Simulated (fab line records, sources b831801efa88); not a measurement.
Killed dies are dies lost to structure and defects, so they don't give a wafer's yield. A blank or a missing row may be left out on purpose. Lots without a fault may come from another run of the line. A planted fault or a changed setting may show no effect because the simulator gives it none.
Chamber matching | flow gf180mcu | GF_V1_CMP_26 on cmp-02: 4 sister chambers
The step polishes, stops on SiO2, t overpolish 15 s, target thk 0 nm. 4 wafers are shown with their chamber, then 9 later ones without.

WAFERS WITH THEIR CHAMBER
wafer  | chamber | motor_current_A (A)
L942.5 | 3       | 10.8
L942.6 | 0       | 12.4
L945.5 | 1       | 10.0
L945.6 | 2       | 10.2

WAFERS WITHOUT THEIR CHAMBER
wafer  | motor_current_A (A)
L946.1 | 10.6
L946.2 | 9.9
L946.5 | 10.2
L955.2 | 10.2
L955.4 | 10.1
L955.6 | 10.4
L956.1 | 9.8
L956.2 | 11.4
L956.5 | 11.5

WHICH CHAMBER EACH WENT THROUGH
wafer  | from the rows above          | in truth
L946.1 | can't be placed: 3 or 2 or 1 | 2
L946.2 | can't be placed: 1 or 2      | 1
L946.5 | can't be placed: 2 or 1 or 3 | 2
L955.2 | can't be placed: 2 or 1 or 3 | 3
L955.4 | can't be placed: 1 or 2 or 3 | 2
L955.6 | can't be placed: 2 or 1 or 3 | 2
L956.1 | can't be placed: 1 or 2      | 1
L956.2 | can't be placed: 3 or 0 or 2 | 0
L956.5 | can't be placed: 3 or 0 or 2 | 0
Placed correctly: 0 of 9. Can't be placed from these rows: 9 (the true chamber is among the candidates in 9). Placed wrongly: 0.
How it was worked out, from the rows above alone: a wafer's distance from a chamber is the root of the sum, over the readings, of the square of ((its reading less the chamber's mean) divided by the reading's scatter). The wafer belongs to the nearest chamber; if the next one is less than 2 further off, it can't be placed. A chamber's mean is the mean of its shown wafers. The scatter: with one shown wafer a chamber, the root of the mean of the squares of how far each hidden wafer lies from its nearest shown one.
